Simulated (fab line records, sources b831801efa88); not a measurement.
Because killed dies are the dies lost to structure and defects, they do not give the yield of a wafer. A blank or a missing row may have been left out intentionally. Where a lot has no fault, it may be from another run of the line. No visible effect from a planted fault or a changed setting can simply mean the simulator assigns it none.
fab line records	flow gf180mcu
[record] lots = 5	wafers = 15	lastDay = 34
route steps=602 shown SAB@277 SALICIDE@278 CONTACT@287
lots untouched by any fault: they come from a run of this same line in which no faults occurred
startH: hours from the record's opening day to when the first of the lot's shown wafers began	waitH: hours since the lot's step before	" the same as in the row above	L1.1+2: a row that stands for several wafers	- either no value or no given start	* or withheld: withheld	< > ~ a bound
route shown NAME@n: a module of which the file shows steps, and the number in the route of the first	usual: the fault-free wafers' mean and standard deviation	same: alike in all rows	chamber/n: place in a boat	sites: the reading at each site	_std_site: their standard deviation	_edge_site: the outer-site mean with the inner-site mean subtracted	radiusMm: for every site, how far away it sits from the centre of the wafer	mask NAME#n: copy n	behind: the tool/chamber that last shaped the wafer	hold: what put the lot on hold/how long, in hours/how the hold closed	device: transistor that didn't switch, given as n, p or np	end of line: the tests these same wafers got at the end of their route	step lacking rows: just its recipe	killed: not the wafer's yield, but the dies lost to structure and defects at the first sort	map: the dies of a wafer, with x for killed, . for not killed, _ for no die there
set.NAME: the run value of the setting; set.NAME@STEP: its run value at that earlier step	model.NAME: the simulator's own value behind a step, which no gauge read
certain route steps with their lots: each step a table, each wafer a row
services: when a tool's chamber went out of use (startH, in hours from the record's first day, below 0 if earlier), for how many hours, and the reason
[[steps]]
[step GF_SAB_STRIP_13]
[recipe] chemistry = O2/N2	powerW = 1400	pressureMtorr = 1500	platenTempC = 250	o2FlowSccm = 3000	n2FlowSccm = 300	overashFraction = 0.5
[usual] drypumpMotorCurrentA = 5.83/0.3	heaterPowerW = 350/30	n2FlowSccm = 300.0/1	o2FlowSccm = 3000/8.5	oesProductAu = 0.709/0.0043	stripTimeToEndpointS = 12.60/0.034
lot.wafer	tool	chamber	startH	waitH	drypumpMotorCurrentA	heaterPowerW	n2FlowSccm	o2FlowSccm	oesProductAu	rfHoursCounterH	stripTimeToEndpointS
L076.1	plasmaAsher-02	1	350.61	0.0	5.64	379	301.0	3004	0.705	58	12.61
L076.5	"	1	"	"	5.64	381	299.9	2993	0.705	-	12.60
L076.6	"	0	"	"	6.34	373	299.6	3009	0.707	-	12.60
L081.1	plasmaAsher-02	0	393.98	0.0	6.35	365	298.9	2993	0.713	64	12.54
L081.2	"	1	"	"	5.63	364	298.6	2990	0.714	64	12.63
L081.3	"	1	"	"	5.64	364	298.1	3003	0.720	-	12.62
L089.2	plasmaAsher-03	0	476.71	0.0	5.61	363	300.1	3006	0.705	76	12.53
L089.3	"	1	"	"	5.91	354	298.1	3013	0.705	-	12.58
L089.6	"	1	"	"	5.90	351	299.4	3018	0.709	-	12.57
L095.1	plasmaAsher-01	1	527.53	0.0	5.65	312	299.9	3006	0.713	44	12.64
L095.3	"	0	"	"	5.58	296	300.8	2993	0.708	-	12.65
L095.4	"	1	"	"	5.64	303	300.0	3007	0.711	-	12.61
L097.4	plasmaAsher-02	0	539.61	0.0	6.36	367	300.8	3000	0.708	-	12.60
L097.5	"	0	"	"	6.36	370	301.4	3004	0.707	-	12.61
L097.6	"	1	"	"	5.64	381	300.9	3005	0.710	-	12.61
[step GF_SALICIDE_CLEAN_00]
[recipe] chemistry = SC1/SC2	mix = 1:4:20	tempC = 70	timeS = 150
[usual] tempC = 70.00/0.13
lot.wafer	tool	chamber	startH	waitH	tempC
L076.1	wetBench-02	2	350.71	0.1	69.72
L076.5	"	2	"	"	69.71
L076.6	"	2	"	"	69.80
L081.1	wetBench-02	0	394.08	0.1	70.05
L081.2	"	0	"	"	69.93
L081.3	"	0	"	"	70.05
L089.2	wetBench-03	3	476.81	0.1	69.85
L089.3	"	3	"	"	69.88
L089.6	"	3	"	"	69.94
L095.1	wetBench-01	0	527.63	0.1	70.08
L095.3	"	0	"	"	70.36
L095.4	"	0	"	"	70.33
L097.4	wetBench-02	3	539.68	0.0	69.79
L097.5	"	3	"	"	70.01
L097.6	"	3	"	"	69.98
[step GF_SALICIDE_WET_ETCH_01]
[recipe] chemistry = dHF	targetDepthNm = 5	dry = ipaMarangoni	target = SiO2	tempC = 25	dilution = 100:1	timeS = 100
[usual] tempC = 25.00/0.11
lot.wafer	tool	chamber	startH	waitH	tempC
L076.1	wetBench-01	3	350.77	0.0	25.03
L076.5	"	3	"	"	25.02
L076.6	"	3	"	"	24.97
L081.1	wetBench-02	0	394.13	0.0	25.00
L081.2	"	0	"	"	24.88
L081.3	"	0	"	"	24.93
L089.2	wetBench-02	2	476.86	0.0	25.20
L089.3	"	2	"	"	25.17
L089.6	"	2	"	"	25.05
L095.1	wetBench-02	0	527.68	0.0	24.88
L095.3	"	0	"	"	24.91
L095.4	"	0	"	"	24.89
L097.4	wetBench-01	2	539.78	0.0	25.14
L097.5	"	2	"	"	24.89
L097.6	"	2	"	"	25.10
[step GF_SALICIDE_SPUTTER_02]
[recipe] material = Co	targetThkNm = 10	powerW = 1000	timeS = 20	chamberPressurePa = 0.4
[usual] throttleValvePct = 30.3/0.77
lot.wafer	tool	chamber	startH	waitH	throttleValvePct
L076.1	pvdSputter-01	-	350.80	0.0	30.2
L076.5	"	-	"	"	30.2
L076.6	"	-	"	"	30.2
L081.1	pvdSputter-04	-	394.17	0.0	30.5
L081.2	"	-	"	"	31.0
L081.3	"	-	"	"	30.6
L089.2	pvdSputter-04	-	476.90	0.0	30.1
L089.3	"	-	"	"	30.1
L089.6	"	-	"	"	30.6
L095.1	pvdSputter-03	-	527.71	0.0	30.2
L095.3	"	-	"	"	31.1
L095.4	"	-	"	"	31.1
L097.4	pvdSputter-03	-	539.81	0.0	30.1
L097.5	"	-	"	"	30.0
L097.6	"	-	"	"	30.5
[step GF_SALICIDE_SPUTTER_03]
[recipe] material = TiN	targetThkNm = 20	powerW = 6500	timeS = 16.7	chamberPressurePa = 0.4
[usual] throttleValvePct = 30.3/0.72
lot.wafer	tool	chamber	startH	waitH	throttleValvePct
L076.1	pvdSputter-01	-	350.83	0.0	30.4
L076.5	"	-	"	"	30.4
L076.6	"	-	"	"	30.1
L081.1	pvdSputter-04	-	394.20	0.0	30.6
L081.2	"	-	"	"	30.7
L081.3	"	-	"	"	30.4
L089.2	pvdSputter-04	-	476.93	0.0	30.7
L089.3	"	-	"	"	30.1
L089.6	"	-	"	"	30.5
L095.1	pvdSputter-03	-	527.74	0.0	30.1
L095.3	"	-	"	"	30.7
L095.4	"	-	"	"	31.2
L097.4	pvdSputter-03	-	539.84	0.0	30.3
L097.5	"	-	"	"	30.5
L097.6	"	-	"	"	30.8
[step GF_SALICIDE_RS_MEAS_04]
[recipe] thkMeasGauge = four-point-probe	reads = TiN_of_SALICIDE_SPUTTER_03+Co_of_SALICIDE_SPUTTER_02
[usual] SALICIDE_TIN_RS = 16.34/0.28
lot.wafer	tool	chamber	startH	waitH	SALICIDE_TIN_RS[ohm/sq]
L076.1	filmMetro-01	-	350.86	0.0	16.45
L076.5	"	-	"	"	16.67
L076.6	"	-	"	"	16.60
L081.1	filmMetro-01	-	394.22	0.0	16.79
L081.2	"	-	"	"	16.50
L081.3	"	-	"	"	16.57
L089.2	filmMetro-04	-	476.98	0.0	16.19
L089.3	"	-	"	"	16.21
L089.6	"	-	"	"	16.13
L095.1	filmMetro-01	-	527.77	0.0	16.43
L095.3	"	-	"	"	16.03
L095.4	"	-	"	"	16.44
L097.4	filmMetro-02	-	539.93	0.1	16.24
L097.5	"	-	"	"	16.30
L097.6	"	-	"	"	16.08
[step GF_SALICIDE_THK_MEAS_05]
[recipe] thkMeasGauge = xrf	reads = TiN_of_SALICIDE_SPUTTER_03
[usual] SALICIDE_TIN_THK = 20.00/0.21
lot.wafer	tool	chamber	startH	waitH	SALICIDE_TIN_THK[nm]
L076.1	filmMetro-01	-	350.98	0.1	19.90
L076.5	"	-	"	"	20.10
L076.6	"	-	"	"	19.93
L081.1	filmMetro-01	-	394.34	0.1	19.60
L081.2	"	-	"	"	20.04
L081.3	"	-	"	"	20.03
L089.2	filmMetro-04	-	477.09	0.1	19.84
L089.3	"	-	"	"	19.94
L089.6	"	-	"	"	20.11
L095.1	filmMetro-01	-	527.89	0.1	19.96
L095.3	"	-	"	"	19.90
L095.4	"	-	"	"	19.99
L097.4	filmMetro-02	-	540.02	0.1	19.75
L097.5	"	-	"	"	19.87
L097.6	"	-	"	"	19.72
[step GF_SALICIDE_RTA_06]
[recipe] tempC = 530	timeS = 30	ambient = N2
[usual] lampPowerPct = 6.97/0.1	wafer_temp_C_max = 533.3/1.1
lot.wafer	tool	chamber	startH	waitH	lampPowerPct	wafer_temp_C_max
L076.1	rtpAnneal-01	0	351.04	0.1	7.04	535.4
L076.5	"	0	"	"	7.04	533.0
L076.6	"	0	"	"	7.05	535.0
L081.1	rtpAnneal-01	0	394.40	0.1	7.05	534.8
L081.2	"	0	"	"	7.05	533.6
L081.3	"	0	"	"	7.04	533.2
L089.2	rtpAnneal-01	0	477.15	0.1	7.04	534.2
L089.3	"	0	"	"	7.06	534.5
L089.6	"	0	"	"	7.04	534.9
L095.1	rtpAnneal-01	0	527.95	0.1	7.04	534.2
L095.3	"	0	"	"	7.05	533.4
L095.4	"	0	"	"	7.04	533.3
L097.4	rtpAnneal-01	0	540.10	0.1	7.05	534.1
L097.5	"	0	"	"	7.05	534.0
L097.6	"	0	"	"	7.04	533.3
[step GF_SALICIDE_WET_ETCH_07]
[recipe] chemistry = SPM	targetDepthNm = 120	dry = n2Spin
lot.wafer	tool	chamber	startH	waitH
L076.1+5+6	wetBench-01	2	351.14	0.1
L081.1+2+3	wetBench-02	1	394.50	0.1
L089.2+3+6	wetBench-03	0	477.24	0.1
L095.1+3+4	wetBench-01	0	528.05	0.1
L097.4+5+6	wetBench-01	2	540.15	0.0
[step GF_SALICIDE_RTA_08]
[recipe] tempC = 800	timeS = 30	ambient = N2
[usual] lampPowerPct = 19.22/0.29	wafer_temp_C_max = 804.3/1.5
lot.wafer	tool	chamber	startH	waitH	lampPowerPct	wafer_temp_C_max
L076.1	rtpAnneal-02	0	351.23	0.0	18.95	804.1
L076.5	"	0	"	"	18.98	803.6
L076.6	"	0	"	"	18.98	803.3
L081.1	rtpAnneal-02	0	394.59	0.0	18.99	803.5
L081.2	"	0	"	"	18.97	801.6
L081.3	"	0	"	"	18.99	804.3
L089.2	rtpAnneal-01	0	477.35	0.0	19.55	806.8
L089.3	"	0	"	"	19.56	805.4
L089.6	"	0	"	"	19.54	805.9
L095.1	rtpAnneal-02	0	528.14	0.0	19.01	804.6
L095.3	"	0	"	"	18.98	803.8
L095.4	"	0	"	"	18.97	802.5
L097.4	rtpAnneal-02	0	540.29	0.1	18.98	803.5
L097.5	"	0	"	"	18.95	803.5
L097.6	"	0	"	"	18.99	804.1
[step GF_CONTACT_CVD_00]
[recipe] material = SiO2	targetThkNm = 300	sigmaOpenFrac = 0.3	tempC = 400	timeS = 50	sih4FlowSccm = 60	pressureMtorr = 6
[usual] susceptorTempC = 399.97/0.22
lot.wafer	tool	chamber	startH	waitH	susceptorTempC
L076.1	hdpcvd-02	1	351.33	0.1	399.83
L076.5	"	1	"	"	400.08
L076.6	"	2	"	"	399.95
L081.1	hdpcvd-02	2	394.69	0.1	400.20
L081.2	"	1	"	"	400.02
L081.3	"	0	"	"	400.03
L089.2	hdpcvd-01	1	477.44	0.1	399.79
L089.3	"	2	"	"	400.40
L089.6	"	1	"	"	399.84
L095.1	hdpcvd-01	0	528.24	0.1	399.74
L095.3	"	1	"	"	399.97
L095.4	"	0	"	"	399.84
L097.4	hdpcvd-01	0	540.36	0.1	399.99
L097.5	"	2	"	"	400.43
L097.6	"	1	"	"	399.81
[step GF_CONTACT_THK_MEAS_01]
[recipe] reads = SiO2_of_CONTACT_CVD_00
[usual] CONTACT_CVD_00_THK = 300/3.2
lot.wafer	tool	chamber	startH	waitH	CONTACT_CVD_00_THK[nm]
L076.1	filmMetro-04	-	351.37	0.0	302
L076.5	"	-	"	"	303
L076.6	"	-	"	"	297
L081.1	filmMetro-04	-	394.74	0.0	294
L081.2	"	-	"	"	301
L081.3	"	-	"	"	304
L089.2	filmMetro-02	-	477.49	0.0	295
L089.3	"	-	"	"	298
L089.6	"	-	"	"	300
L095.1	filmMetro-03	-	528.28	0.0	301
L095.3	"	-	"	"	297
L095.4	"	-	"	"	301
L097.4	filmMetro-02	-	540.41	0.0	303
L097.5	"	-	"	"	300
L097.6	"	-	"	"	299
[step GF_CONTACT_CVD_02]
[recipe] material = SiO2	targetThkNm = 860	precursor = TEOS	tempC = 400	timeS = 95.992	rfW = 600
[usual] heaterPowerW = 640/120	rfFwdPowerW = 596.6/2	susceptorTempC = 399.95/0.23
lot.wafer	tool	chamber	startH	waitH	heaterPowerW	rfFwdPowerW	susceptorTempC
L076.1	pecvd-02	0	351.43	0.1	467	597.8	399.96
L076.5	"	0	"	"	509	597.5	399.98
L076.6	"	1	"	"	666	595.8	400.35
L081.1	pecvd-04	2	394.80	0.1	831	596.1	399.56
L081.2	"	0	"	"	609	595.5	399.55
L081.3	"	1	"	"	638	596.4	400.09
L089.2	pecvd-02	2	477.54	0.0	565	597.8	400.08
L089.3	"	1	"	"	727	593.3	399.63
L089.6	"	2	"	"	604	599.2	400.12
L095.1	pecvd-02	0	528.34	0.1	512	597.2	400.48
L095.3	"	1	"	"	720	593.9	399.74
L095.4	"	2	"	"	715	599.8	400.13
L097.4	pecvd-04	1	540.48	0.1	643	598.6	400.04
L097.5	"	0	"	"	488	597.9	400.24
L097.6	"	2	"	"	887	594.2	399.80
[step GF_CONTACT_THK_MEAS_03]
[recipe] reads = SiO2_of_CONTACT_CVD_02
[usual] CONTACT_CVD_02_THK = 861/11
lot.wafer	tool	chamber	startH	waitH	CONTACT_CVD_02_THK[nm]
L076.1	filmMetro-02	-	351.50	0.0	852
L076.5	"	-	"	"	862
L076.6	"	-	"	"	868
L081.1	filmMetro-02	-	394.87	0.0	858
L081.2	"	-	"	"	863
L081.3	"	-	"	"	863
L089.2	filmMetro-02	-	477.62	0.0	861
L089.3	"	-	"	"	850
L089.6	"	-	"	"	872
L095.1	filmMetro-02	-	528.41	0.0	850
L095.3	"	-	"	"	861
L095.4	"	-	"	"	876
L097.4	filmMetro-03	-	540.54	0.0	871
L097.5	"	-	"	"	864
L097.6	"	-	"	"	868
[step GF_CONTACT_CMP_04]
[recipe] material = SiO2	downForcePsi = 4	platenRpm = 60	padVelocityMS = 0.94248
[usual] motorCurrentA = 12.5/1.8	timeToEndpointS = 111/6.5
lot.wafer	tool	chamber	startH	waitH	motorCurrentA	timeToEndpointS
L076.1	cmp-01	1	351.61	0.1	12.6	112
L076.6	"	0	"	"	15.9	107
L076.5	"	1	"	"	12.8	114
L081.3	cmp-02	1	394.93	0.0	11.6	110
L081.2	"	2	"	"	10.8	114
L081.1	"	3	"	"	11.9	107
L089.3	cmp-02	2	477.72	0.1	10.8	113
L089.2	"	3	"	"	11.1	114
L089.6	"	1	"	"	11.9	119
L095.1	cmp-02	3	528.52	0.1	12.0	108
L095.3	"	0	"	"	10.3	112
L095.4	"	1	"	"	12.5	119
L097.4	cmp-01	1	540.72	0.2	12.9	120
L097.5	"	2	"	"	14.7	106
L097.6	"	3	"	"	12.4	119
[step GF_CONTACT_BOW_MEAS_05]
[recipe] mode = bow
[usual] CONTACT_BOW = 65/6.3
lot.wafer	tool	chamber	startH	waitH	CONTACT_BOW[um]
L076.1	filmMetro-03	-	351.86	0.2	69
L076.5	"	-	"	"	66
L076.6	"	-	"	"	67
L081.1	filmMetro-02	-	395.23	0.1	58
L081.2	"	-	"	"	57
L081.3	"	-	"	"	63
L089.2	filmMetro-02	-	477.99	0.2	65
L089.3	"	-	"	"	52
L089.6	"	-	"	"	53
L095.1	filmMetro-02	-	528.77	0.2	61
L095.3	"	-	"	"	65
L095.4	"	-	"	"	67
L097.4	filmMetro-04	-	540.93	0.2	70
L097.5	"	-	"	"	62
L097.6	"	-	"	"	59
[step GF_CONTACT_DEHYDRATE_06]
[recipe] tempC = 200	timeS = 60
lot.wafer	tool	chamber	startH	waitH
L076.1+5+6	lithoTrack-04	0	362.02	10.1
L081.1+2+3	lithoTrack-01	0	406.44	11.2
L089.2+3+6	lithoTrack-03	0	489.58	11.6
L095.1+3+4	lithoTrack-01	0	539.54	10.7
L097.4+5+6	lithoTrack-01	0	550.81	9.9
[step GF_CONTACT_HMDS_07]
[recipe] primeTimeS = 60	primeTempC = 120
lot.wafer	tool	chamber	startH	waitH
L076.1+5+6	lithoTrack-04	0	362.17	0.1
L081.1+2+3	lithoTrack-01	0	406.59	0.1
L089.2+3+6	lithoTrack-03	0	489.73	0.1
L095.1+3+4	lithoTrack-01	0	539.69	0.1
L097.4+5+6	lithoTrack-01	0	550.96	0.1
[step GF_CONTACT_COAT_08]
[recipe] resist = BARC	tempC = withheld	timeS = withheld	spinRpm = withheld	resistThkNm = withheld
lot.wafer	tool	chamber	startH	waitH
L076.1+5+6	lithoTrack-04	0	362.32	0.1
L081.1+2+3	lithoTrack-01	0	406.74	0.1
L089.2+3+6	lithoTrack-03	0	489.88	0.1
L095.1+3+4	lithoTrack-01	0	539.84	0.1
L097.4+5+6	lithoTrack-01	0	551.11	0.1
[step GF_CONTACT_COAT_09]
[recipe] resist = KrF	spinRpm = withheld	resistThkNm = 1000
lot.wafer	tool	chamber	startH	waitH
L076.1+5+6	lithoTrack-04	0	-	-
L081.1+2+3	lithoTrack-01	0	-	-
L089.2+3+6	lithoTrack-03	0	-	-
L095.1+3+4	lithoTrack-01	0	-	-
L097.4+5+6	lithoTrack-01	0	-	-
[step GF_CONTACT_SOFTBAKE_10]
[recipe] tempC = 130	timeS = 60	resist = KrF
lot.wafer	tool	chamber	startH	waitH
L076.1+5+6	lithoTrack-04	0	-	-
L081.1+2+3	lithoTrack-01	0	-	-
L089.2+3+6	lithoTrack-03	0	-	-
L095.1+3+4	lithoTrack-01	0	-	-
L097.4+5+6	lithoTrack-01	0	-	-
[step GF_CONTACT_EXPOSE_11]
[recipe] maskId = Contact	targetCdNm = 220	na = 0.68	sourceShape = conventional	sigmaOuter = 0.6	doseMj = 38
[usual] reticleTempC = 22.97/0.12
lot.wafer	tool	chamber	startH	waitH	mask	reticleTempC
L076.1	krfScanner-01	0	-	-	Contact#0	22.70
L076.5	"	0	"	"	Contact#0	22.96
L076.6	"	0	"	"	Contact#0	22.83
L081.1	krfScanner-02	0	-	-	Contact#0	22.81
L081.2	"	0	"	"	Contact#0	22.90
L081.3	"	0	"	"	Contact#0	22.97
L089.2	krfScanner-01	0	-	-	Contact#0	22.86
L089.3	"	0	"	"	Contact#0	22.92
L089.6	"	0	"	"	Contact#0	23.03
L095.1	krfScanner-01	0	-	-	Contact#0	22.85
L095.3	"	0	"	"	Contact#0	23.03
L095.4	"	0	"	"	Contact#0	22.99
L097.4	krfScanner-02	0	-	-	Contact#0	22.95
L097.5	"	0	"	"	Contact#0	23.17
L097.6	"	0	"	"	Contact#0	22.93
[[services]]
tool	chamber	startH	hours	kind
cmp-02	-	328.13	1.2	repair
wetBench-03	-	334.05	2.0	repair
krfScanner-01	-	338.99	0.6	repair
wetBench-01	-	343.96	0.6	repair
hdpcvd-01	-	370.60	14.8	repair
hdpcvd-01	2	373.85	6.9	repair
hdpcvd-01	-	379.65	0.6	repair
hdpcvd-01	-	385.41	2.8	pm
krfScanner-01	-	387.00	1.0	pm
hdpcvd-01	0	388.29	6.8	repair
krfScanner-01	-	405.79	0.8	pm
pecvd-02	-	409.37	1.5	repair
cmp-02	-	429.32	1.4	repair
krfScanner-01	-	437.86	1.3	pm
krfScanner-01	-	445.72	11.6	pm
krfScanner-01	-	458.25	0.4	repair
cmp-02	-	469.19	3.8	pm
hdpcvd-01	-	482.00	0.4	repair
plasmaAsher-02	-	484.58	0.7	repair
krfScanner-01	-	502.53	0.6	repair
krfScanner-01	-	512.33	4.4	pm
krfScanner-01	-	524.19	0.8	pm
cmp-02	-	533.58	11.8	pm
krfScanner-01	-	542.67	1.5	repair
[[key]]
fault none
